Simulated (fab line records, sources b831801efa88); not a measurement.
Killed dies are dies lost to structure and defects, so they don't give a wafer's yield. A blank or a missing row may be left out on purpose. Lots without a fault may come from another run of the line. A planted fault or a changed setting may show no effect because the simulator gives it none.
Chamber matching | flow sfq_line | SFQ_TRILAYER_I1_CMP_CMP_046 on cmp-01: 4 sister chambers
The step polishes SiO2. 8 wafers are shown with their chamber, then 8 later ones without.

WAFERS WITH THEIR CHAMBER
wafer  | chamber | motor_current_A (A) | time_to_endpoint_s (s)
L179.4 | 3       | 11.2                | 205
L185.3 | 3       | 10.2                | 210
L187.5 | 1       | 10.8                | 228
L189.4 | 2       | 11.0                | 215
L189.1 | 1       | 10.9                | 227
L189.3 | 0       | 9.0                 | 220
L190.2 | 2       | 10.3                | 206
L191.1 | 0       | 8.9                 | 214

WAFERS WITHOUT THEIR CHAMBER
wafer  | motor_current_A (A) | time_to_endpoint_s (s)
L191.5 | 10.3                | 215
L191.6 | 8.7                 | 214
L199.1 | 10.7                | 216
L199.3 | 10.8                | 208
L199.4 | 9.2                 | 213
L200.2 | 9.1                 | 220
L200.4 | 11.0                | 216
L200.5 | 9.1                 | 224

WHICH CHAMBER EACH WENT THROUGH
wafer  | from the rows above               | in truth
L191.5 | can't be placed: 2 or 3 or 0 or 1 | 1
L191.6 | 0                                 | 0
L199.1 | can't be placed: 2 or 3 or 1      | 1
L199.3 | can't be placed: 3 or 2           | 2
L199.4 | 0                                 | 0
L200.2 | 0                                 | 0
L200.4 | can't be placed: 2 or 3 or 1      | 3
L200.5 | 0                                 | 0
Placed correctly: 4 of 8. Can't be placed from these rows: 4 (the true chamber is among the candidates in 4). Placed wrongly: 0.
How it was worked out, from the rows above alone: a wafer's distance from a chamber is the root of the sum, over the readings, of the square of ((its reading less the chamber's mean) divided by the reading's scatter). The wafer belongs to the nearest chamber; if the next one is less than 2 further off, it can't be placed. A chamber's mean is the mean of its shown wafers. The scatter: the root of (the sum of the squares of (reading less its chamber's mean) over the shown wafers, divided by (wafers less chambers)).
